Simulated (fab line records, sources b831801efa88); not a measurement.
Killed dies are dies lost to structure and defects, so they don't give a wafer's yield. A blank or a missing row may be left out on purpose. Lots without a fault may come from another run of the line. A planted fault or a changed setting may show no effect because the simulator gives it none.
fab line records | flow sky130
record lots=7 wafers=21 last_day=50
route steps=708 shown GATE_OXIDE@191 POLY_GATE@204 PAD_OPEN@708
lots that met no fault: from a run of the same line without faults
start_h: hours from the record's first day to the start of the lot's first wafer shown | wait_h: hours since the lot's step before | " the same as in the row above | L1.1+2: a row that stands for several wafers | - no value, or no start given | * or withheld: withheld | < > ~ a bound
route shown NAME@n: a module of which the file shows steps, and the number in the route of the first | usual: mean/standard deviation of fault-free wafers | same: alike in all rows | chamber/n: place in a boat | sites: the reading at each site | _std_site: their standard deviation | _edge_site: outer sites' mean less inner sites' | radius_mm: how far each site lies from the wafer's centre | mask NAME#n: copy n | behind: the tool/chamber that last shaped the wafer | hold: why the lot was held/for how many hours/how that ended | device: the transistor (n, p or np) that didn't switch | end of line: the same wafers' tests at the end of the route | a step without rows: its recipe alone | killed: dies lost to structure and defects at the first sort, not the wafer's yield | map: a wafer's dies, x killed, . not, _ none there
set.NAME: the setting as run; set.NAME@STEP: as run at that earlier step | model.NAME: the simulator's own value behind a step, which no gauge read
lots at some steps of the route; a table a step, a row a wafer
services: from which hour (start_h, from the record's first day; less than 0 if before it) a tool's chamber was out of use, for how many hours, and why
## steps
# step SKY_GATE_OXIDE_HMDS_04
# recipe prime_time_s=60 prime_temp_c=120
# step SKY_GATE_OXIDE_COAT_05
# recipe resist=NOVOLAK spin_rpm=3000 resist_thk_nm=1140
# step SKY_GATE_OXIDE_SOFTBAKE_06
# recipe temp_c=90 time_s=60 resist=NOVOLAK
# step SKY_GATE_OXIDE_EXPOSE_07
# recipe mask_id=LVOM na=0.6 source_shape=conventional sigma_outer=0.6 polarization=unpolarized target_cd_nm=600 dose_mj=170
# step SKY_GATE_OXIDE_PEB_08
# recipe temp_c=withheld time_s=* resist=NOVOLAK
# step SKY_GATE_OXIDE_DEVELOP_09
# recipe resist=NOVOLAK developer=TMAH develop_time_s=60 dev_temp_c=23
# step SKY_GATE_OXIDE_OVL_MEAS_10
# usual GATE_OXIDE_OVL=-0.5/1.5
# columns lot.wafer tool chamber start_h wait_h GATE_OXIDE_OVL[nm]
L426.2 overlay-02 - 379.62 0.1 -0.1
L426.3 " - " " -1.1
L426.6 " - " " -3.1
L429.1 overlay-02 - 397.37 0.1 -0.3
L429.3 " - " " -0.7
L429.5 " - " " -1.0
L430.1 overlay-02 - 410.27 0.1 0.1
L430.4 " - " " -0.2
L430.5 " - " " -1.2
L431.1 overlay-01 - 423.51 0.1 -0.4
L431.4 " - " " 0.0
L431.6 " - " " 0.2
L432.1 overlay-02 - 430.62 0.1 -3.5
L432.2 " - " " -1.3
L432.3 " - " " -2.6
L439.1 overlay-01 - 482.03 0.1 0.6
L439.3 " - " " -0.7
L439.5 " - " " 0.0
L441.3 overlay-01 - 507.94 0.1 -0.2
L441.5 " - " " 1.8
L441.6 " - " " -0.2
# step SKY_GATE_OXIDE_IMPLANT_11
# recipe species=B energy_kev=10 dose_cm2=2.6e+12 tilt_deg=withheld
# step SKY_GATE_OXIDE_WET_ETCH_12
# recipe chemistry=dHF target_depth_nm=16.8 dry=n2_spin target=SiO2 dilution=100:1 temp_c=25 time_s=319.8
# step SKY_GATE_OXIDE_STRIP_13
# recipe chemistry=O2/N2 power_w=1400 pressure_mtorr=1500 platen_temp_c=withheld o2_flow_sccm=3000 n2_flow_sccm=300 overash_fraction=0.5
# usual drypump_motor_current_A=5.8/0.54 n2_flow_sccm=300.0/0.83 oes_product_au=0.715/0.0044 strip_time_to_endpoint_s=14.21/0.044
# columns lot.wafer tool chamber start_h wait_h drypump_motor_current_A n2_flow_sccm oes_product_au rf_hours_counter_h strip_time_to_endpoint_s
L426.2 plasma_asher-04 0 379.90 0.0 5.8 301.0 0.710 68 14.17
L426.3 " 1 " " 6.1 301.2 0.711 - 14.17
L426.6 " 0 " " 5.8 300.8 0.709 - 14.17
L429.1 plasma_asher-03 1 397.66 0.0 5.1 298.3 0.715 59 14.19
L429.3 " 0 " " 6.1 299.9 0.714 - 14.21
L429.5 " 1 " " 5.1 300.1 0.718 - 14.23
L430.1 plasma_asher-03 1 410.56 0.0 5.1 300.6 0.724 60 14.19
L430.4 " 1 " " 5.1 300.6 0.714 - 14.15
L430.5 " 0 " " 6.1 301.3 0.715 - 14.17
L431.1 plasma_asher-03 0 423.80 0.0 6.1 299.3 0.715 61 14.28
L431.4 " 0 " " 6.1 300.0 0.710 - 14.25
L431.6 " 1 " " 5.1 299.9 0.720 - 14.28
L432.1 plasma_asher-01 1 430.91 0.0 5.5 299.9 0.712 31 14.29
L432.2 " 0 " " 6.6 299.1 0.720 31 14.28
L432.3 " 0 " " 6.6 299.7 0.710 - 14.27
L439.1 plasma_asher-03 1 482.33 0.0 5.1 301.0 0.709 67 14.21
L439.3 " 0 " " 6.1 300.5 0.710 - 14.22
L439.5 " 1 " " 5.1 300.3 0.714 - 14.19
L441.3 plasma_asher-01 0 508.27 0.0 6.6 298.8 0.714 - 14.17
L441.5 " 0 " " 6.6 299.6 0.716 - 14.18
L441.6 " 1 " " 5.4 299.9 0.718 - 14.20
# step SKY_GATE_OXIDE_TW_MEAS_14
# usual GATE_OXIDE_TW=224.4/2.2
# columns lot.wafer tool chamber start_h wait_h GATE_OXIDE_TW
L426.2 film_metro-03 - 380.01 0.1 225.3
L426.3 " - " " 225.2
L426.6 " - " " 225.1
L429.1 film_metro-04 - 397.76 0.1 224.1
L429.3 " - " " 223.6
L429.5 " - " " 222.2
L430.1 film_metro-03 - 410.66 0.1 223.5
L430.4 " - " " 225.8
L430.5 " - " " 224.8
L431.1 film_metro-01 - 423.90 0.1 225.6
L431.4 " - " " 225.8
L431.6 " - " " 224.8
L432.1 film_metro-01 - 431.01 0.1 223.9
L432.2 " - " " 223.8
L432.3 " - " " 224.7
L439.1 film_metro-04 - 482.43 0.1 220.8
L439.3 " - " " 221.1
L439.5 " - " " 221.1
L441.3 film_metro-04 - 508.36 0.1 220.4
L441.5 " - " " 220.0
L441.6 " - " " 220.6
# step SKY_GATE_OXIDE_CLEAN_15
# recipe chemistry=SC1/SC2 mix=1:4:20 temp_c=70 time_s=150 dry=n2_spin
# step SKY_GATE_OXIDE_OXIDATION_16
# recipe temp_c=800 ambient=O2 idle_temp_c=700 ramp_up_c_per_min=10 ramp_down_c_per_min=3 stabilise_s=600 purge_s=300 target_thk_a=35.7 ox_time_s=1915
# usual spike_tc_bottom_C=818.7/1.1 spike_tc_centre_C=800.0/0.91 spike_tc_lower_C=800.9/1.3 spike_tc_top_C=812.4/1.3 spike_tc_upper_C=799.8/1.7 zone_power_top_pct=27.0/0.9 zone_power_upper_pct=14.59/0.16
# same ox_time_s=1915
# columns lot.wafer tool chamber start_h wait_h spike_tc_bottom_C spike_tc_centre_C spike_tc_lower_C spike_tc_top_C spike_tc_upper_C zone_power_top_pct zone_power_upper_pct model.SiO2_of_GATE_OXIDE_OXIDATION_01.thk_nm
L426.2 furnace-01 0 380.24 0.1 816.5 798.6 799.7 810.5 801.4 27.9 14.69 11.62
L426.3 " 0 " " 817.3 800.8 801.8 811.6 800.4 28.2 14.48 11.77
L426.6 " 0 " " 818.2 800.2 800.9 811.2 799.9 27.8 14.59 11.53
L429.1 furnace-02 0 398.13 0.3 821.2 800.0 799.6 812.5 799.3 26.1 14.69 11.44
L429.3 " 0 " " 819.3 800.2 802.1 812.5 800.5 26.2 14.37 11.31
L429.5 " 0 " " 820.6 799.1 801.6 814.4 796.6 26.6 14.39 11.27
L430.1 furnace-02 0 411.45 0.7 803.6 785.7 786.3 798.2 785.1 25.5 14.08 11.14
L430.4 " 0 " " 804.1 786.4 786.6 800.1 783.7 25.4 13.96 11.06
L430.5 " 0 " " 805.6 786.2 786.5 799.4 784.9 25.3 14.19 11.12
L431.1 furnace-02 0 424.58 0.5 804.8 786.0 788.5 802.0 785.4 25.8 14.07 11.05
L431.4 " 0 " " 806.1 784.9 787.1 800.7 784.5 26.0 13.98 11.21
L431.6 " 0 " " 805.1 784.5 789.7 798.5 785.0 25.3 13.92 11
L432.1 furnace-02 0 431.79 0.7 806.4 785.2 785.3 798.6 782.6 25.5 14.07 11.29
L432.2 " 0 " " 807.0 786.7 786.4 798.2 786.0 25.8 14.08 11.59
L432.3 " 0 " " 805.2 785.4 786.7 798.6 786.0 25.4 14.09 11.53
L439.1 furnace-01 0 482.69 0.2 817.6 802.7 800.6 810.3 800.7 27.9 14.83 11.69
L439.3 " 0 " " 818.9 801.1 800.2 811.0 801.8 27.8 14.44 11.47
L439.5 " 0 " " 817.0 798.4 799.9 811.5 800.2 27.7 14.83 11.66
L441.3 furnace-02 0 509.32 0.9 820.0 799.3 801.0 814.2 798.6 26.3 14.77 11.62
L441.5 " 0 " " 818.3 799.9 801.7 812.9 797.7 26.2 14.38 11.5
L441.6 " 0 " " 819.4 799.5 803.4 811.5 799.7 26.1 14.66 11.47
# step SKY_POLY_GATE_CVD_00
# recipe material=poly-Si target_thk_nm=180 temp_c=620 time_s=720 pressure_mtorr=200
# step SKY_PAD_OPEN_PROBE_99
# usual killed_at_M0_to_M3=44/6.9 killed_at_M4_up=3.3/2 killed_at_contacts=25/5.4 killed_at_front_end=16/4.6 killed_at_other=0.2/0.51 killed_dies=88/8.9 killed_open=48/6.8 killed_short=39/5.8
# same gross_dies=492 killed_at_back_side=0
# columns lot.wafer tool chamber start_h wait_h killed_at_M0_to_M3 killed_at_M4_up killed_at_contacts killed_at_front_end killed_at_other killed_dies killed_open killed_short model.etest.nfet_01v8_lvt.drive_ua_um model.etest.nfet_01v8_turned.drive_ua_um model.etest.nfet_01v8_swapped.drive_ua_um model.etest.nfet_01v8.drive_ua_um model.etest.nfet_01v8.r_on_ohm_um model.etest.sram_nfet_pass.drive_ua_um model.etest.nfet_g5v0d10v5.r_on_ohm_um model.etest.nfet_g5v0d10v5.drive_ua_um
L426.2 prober-02 - 1132.47 0.1 42 7 31 14 0 94 56 38 578.2 512.1 507.8 509.2 830.8 476.4 1921 599.6
L426.3 prober-02 - 1132.52 0.2 38 2 27 14 0 81 49 32 576.5 501.6 501.7 505.1 831.5 492.6 1920 586.8
L426.6 prober-02 - 1132.67 0.2 45 3 27 12 0 87 48 39 569.3 500.3 499.1 495.5 843.1 455.7 1906 601.4
L429.1 prober-01 - 1138.86 0.1 44 1 24 16 0 85 44 39 558.9 485.4 485.3 490.3 871.9 493.5 1911 609.4
L429.3 prober-01 - 1138.96 0.2 59 1 18 18 0 96 43 53 571.2 505.6 506.6 506 841.3 516.5 1916 613.2
L429.5 prober-01 - 1139.06 0.2 48 5 26 21 0 100 53 45 570.4 498.6 496.8 497 853.1 492.8 1875 611.8
L430.1 prober-02 - 1146.21 0.1 36 6 26 18 0 86 52 34 609.2 537.6 538.5 532.7 800.9 526.5 1863 626
L430.4 prober-02 - 1146.36 0.2 50 2 23 13 2 90 47 43 623.5 550.2 549.3 549.9 773.4 554.9 1845 635.5
L430.5 prober-02 - 1146.41 0.2 43 1 21 22 0 87 48 39 611.1 539.9 534.4 536.5 802.1 536.7 1848 621.9
L431.1 prober-01 - 1153.63 0.1 47 2 20 16 2 87 51 36 619.3 553.5 546.3 550 778.7 526.4 1821 630.8
L431.4 prober-01 - 1153.78 0.2 44 1 16 16 0 77 47 30 605.6 538.6 538.1 539.4 802.5 508.7 1862 616.3
L431.6 prober-01 - 1153.88 0.2 45 3 22 14 0 84 46 38 606.3 531.8 530.4 531.6 814.1 501.2 1855 626.9
L432.1 prober-02 - 1159.38 0.1 62 6 18 16 0 102 58 44 642.1 561.6 560.8 566.1 774.5 539.6 1841 623.4
L432.2 prober-02 - 1159.43 0.1 49 2 21 15 0 87 50 36 636.6 559.9 561.8 561.1 776.4 542.6 1890 607.6
L432.3 prober-02 - 1159.48 0.2 54 6 15 15 1 91 43 46 629.2 559.1 558 554.8 773.8 549.4 1870 606
L439.1 prober-01 - 1198.28 0.1 47 7 12 22 0 88 43 44 571 496.9 493.5 498.2 844.7 492.4 1921 590.7
L439.3 prober-01 - 1198.38 0.2 50 1 17 11 0 79 45 34 569.5 497.2 500.1 504.1 835.4 488.1 1887 606.9
L439.5 prober-01 - 1198.48 0.2 62 1 26 9 0 98 53 45 574.4 501.8 499.3 503 831.8 501.6 1907 595.3
L441.3 prober-02 - 1201.31 0.2 51 7 36 9 0 103 60 43 566 497.4 494.7 495.9 848.6 476.7 1914 603.3
L441.5 prober-02 - 1201.41 0.2 34 3 42 17 0 96 47 48 545.7 479.9 487.9 480.8 859.8 469.1 1881 609.6
L441.6 prober-02 - 1201.46 0.2 37 2 31 7 0 77 54 23 564.8 495.2 491.8 488.2 849.3 490.1 1865 610.1
# killed by level:class
L426.2 CONTACT:geometric_particle:open=11 LI_CONTACT:geometric_particle:open=10 VIA3:geometric_particle:open=10 VIA1:geometric_particle:open=9 METAL4:geometric_particle:short=7 VIA2:geometric_particle:open=6 CONTACT:geometric_particle:short=5 METAL1:geometric_particle:short=4
L426.3 VIA3:geometric_particle:open=12 CONTACT:geometric_particle:open=9 LI_CONTACT:geometric_particle:open=6 VIA1:geometric_particle:open=6 VIA1:geometric_particle:short=5 LOCAL_INTERCONNECT:geometric_particle:short=4 VIA2:geometric_particle:open=4 FIELD_ISO:geometric_particle:open=3
L426.6 CONTACT:geometric_particle:open=8 VIA2:geometric_particle:open=8 VIA3:geometric_particle:open=8 LI_CONTACT:geometric_particle:open=7 VIA1:geometric_particle:open=7 LOCAL_INTERCONNECT:geometric_particle:short=6 POLY_GATE:geometric_particle:open=6 METAL3:geometric_particle:short=6
L429.1 VIA1:geometric_particle:open=11 VIA1:geometric_particle:short=11 LI_CONTACT:geometric_particle:open=8 CONTACT:geometric_particle:open=6 METAL2:geometric_particle:short=5 VIA2:geometric_particle:open=5 CONTACT:geometric_particle:short=4 VIA2:geometric_particle:short=4
L429.3 METAL1:geometric_particle:short=11 VIA1:geometric_particle:open=8 VIA2:geometric_particle:open=8 METAL2:geometric_particle:short=7 VIA3:geometric_particle:open=7 CONTACT:geometric_particle:short=6 VIA1:geometric_particle:short=6 FIELD_ISO:geometric_particle:open=5
L429.5 CONTACT:geometric_particle:open=11 VIA1:geometric_particle:open=11 VIA3:geometric_particle:open=10 VIA3:geometric_particle:short=7 POLY_GATE:geometric_particle:short=6 LI_CONTACT:geometric_particle:open=6 LOCAL_INTERCONNECT:geometric_particle:short=6 METAL2:geometric_particle:short=6
L430.1 CONTACT:geometric_particle:open=9 VIA2:geometric_particle:open=8 VIA1:geometric_particle:open=7 VIA3:geometric_particle:open=7 FIELD_ISO:geometric_particle:short=6 LOCAL_INTERCONNECT:geometric_particle:short=6 LI_CONTACT:geometric_particle:open=6 FIELD_ISO:geometric_particle:open=5
L430.4 CONTACT:geometric_particle:open=10 METAL1:geometric_particle:short=9 LI_CONTACT:geometric_particle:open=8 VIA1:geometric_particle:open=8 VIA3:geometric_particle:open=7 METAL2:geometric_particle:short=7 VIA2:geometric_particle:open=5 VIA2:geometric_particle:short=4
L430.5 VIA1:geometric_particle:open=13 FIELD_ISO:geometric_particle:open=7 VIA1:geometric_particle:short=7 FIELD_ISO:geometric_particle:short=6 VIA2:geometric_particle:open=6 LOCAL_INTERCONNECT:geometric_particle:short=5 CONTACT:geometric_particle:short=5 VIA3:geometric_particle:open=5
L431.1 VIA1:geometric_particle:open=15 CONTACT:geometric_particle:open=7 METAL2:geometric_particle:short=7 POLY_GATE:geometric_particle:open=6 LI_CONTACT:geometric_particle:open=5 VIA3:geometric_particle:open=5 VIA2:geometric_particle:open=4 FIELD_ISO:geometric_particle:open=3
L431.4 VIA1:geometric_particle:open=15 CONTACT:geometric_particle:open=8 POLY_GATE:geometric_particle:open=6 VIA2:geometric_particle:open=6 POLY_GATE:geometric_particle:short=5 LI_CONTACT:geometric_particle:open=4 VIA1:geometric_particle:short=4 METAL3:geometric_particle:short=3
L431.6 VIA1:geometric_particle:open=11 CONTACT:geometric_particle:open=8 VIA2:geometric_particle:open=7 VIA1:geometric_particle:short=6 METAL2:geometric_particle:short=6 POLY_GATE:geometric_particle:open=5 LOCAL_INTERCONNECT:geometric_particle:short=5 METAL1:geometric_particle:short=5
L432.1 VIA1:geometric_particle:open=18 VIA3:geometric_particle:open=12 VIA2:geometric_particle:open=8 METAL1:geometric_particle:short=8 VIA3:geometric_particle:short=6 METAL4:geometric_particle:short=5 FIELD_ISO:geometric_particle:open=4 LI_CONTACT:geometric_particle:open=4
L432.2 VIA1:geometric_particle:open=18 VIA3:geometric_particle:open=8 POLY_GATE:geometric_particle:short=7 CONTACT:geometric_particle:open=7 VIA2:geometric_particle:open=6 CONTACT:geometric_particle:short=4 METAL1:geometric_particle:short=4 VIA1:geometric_particle:short=4
L432.3 VIA2:geometric_particle:open=9 VIA3:geometric_particle:open=8 VIA1:geometric_particle:short=7 METAL2:geometric_particle:short=7 VIA1:geometric_particle:open=6 LI_CONTACT:geometric_particle:open=6 METAL4:geometric_particle:short=5 METAL1:geometric_particle:short=5
L439.1 VIA1:geometric_particle:open=17 FIELD_ISO:geometric_particle:short=6 CONTACT:geometric_particle:open=6 VIA2:geometric_particle:open=6 FIELD_ISO:geometric_particle:open=5 POLY_GATE:geometric_particle:short=5 VIA1:geometric_particle:short=5 VIA2:geometric_particle:short=5
L439.3 VIA3:geometric_particle:open=10 VIA2:geometric_particle:open=8 VIA1:geometric_particle:open=8 LOCAL_INTERCONNECT:geometric_particle:short=5 METAL1:geometric_particle:short=5 LI_CONTACT:geometric_particle:open=4 CONTACT:geometric_particle:open=4 CONTACT:geometric_particle:short=4
L439.5 VIA1:geometric_particle:open=14 METAL2:geometric_particle:short=10 CONTACT:geometric_particle:open=8 LI_CONTACT:geometric_particle:open=8 VIA1:geometric_particle:short=8 VIA2:geometric_particle:open=7 VIA3:geometric_particle:open=7 CONTACT:geometric_particle:short=6
L441.3 CONTACT:geometric_particle:open=16 VIA1:geometric_particle:open=12 LI_CONTACT:geometric_particle:open=8 VIA2:geometric_particle:open=7 VIA3:geometric_particle:open=7 METAL3:geometric_particle:short=6 METAL4:geometric_particle:short=6 CONTACT:geometric_particle:short=5
L441.5 CONTACT:geometric_particle:open=15 LOCAL_INTERCONNECT:geometric_particle:short=8 LI_CONTACT:geometric_particle:open=7 VIA1:geometric_particle:open=7 POLY_GATE:geometric_particle:short=6 FIELD_ISO:geometric_particle:short=5 LI_CONTACT:geometric_particle:short=5 CONTACT:geometric_particle:short=5
L441.6 CONTACT:geometric_particle:open=12 VIA1:geometric_particle:open=11 VIA3:geometric_particle:open=10 LI_CONTACT:geometric_particle:open=9 VIA2:geometric_particle:open=5 CONTACT:geometric_particle:short=4 METAL3:geometric_particle:short=4 POLY_GATE:geometric_particle:open=3
## services
# columns tool chamber start_h hours kind
furnace-02 - 382.58 2.8 pm
plasma_asher-01 - 404.60 1.0 repair
furnace-02 - 434.74 3.6 pm
## key
first_sign step=SKY_GATE_OXIDE_OXIDATION_16 reading=spike_tc_centre_C direction=down sigmas=16 usual=800.0 struck=785.7
effect step=SKY_GATE_OXIDE_OXIDATION_16 reading=spike_tc_bottom_C direction=down sigmas=12 usual=818.7 struck=805.3
model_effect step=SKY_GATE_OXIDE_OXIDATION_16 value=SiO2_of_GATE_OXIDE_OXIDATION_01.thk_nm without=11.6 struck=11.22
model_effect step=SKY_PAD_OPEN_PROBE_99 value=etest.nfet_01v8_lvt.drive_ua_um without=576.1 struck=620.3
met_at SKY_GATE_OXIDE_OXIDATION_16
struck_wafers L430.1,L430.4,L430.5,L431.1,L431.4,L431.6,L432.1,L432.2,L432.3
tester_left_out L430,L431,L432
onset_between 398.13 411.45
fault kind=process_parameter_drift tool=furnace-02 chamber=- onset_h=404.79 steps=SKY_GATE_OXIDE_OXIDATION_16 channel=temp_c offset=* shape=step end_h=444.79 acts_in=* stated=*
# tester_left_out: of these lots the tester's yield and bins aren't shown, on N5 and GAA mostly nor the transistor test; their killed dies are dies lost to structure and defects alone, not to doping, threshold or leakage, so they don't give the yield
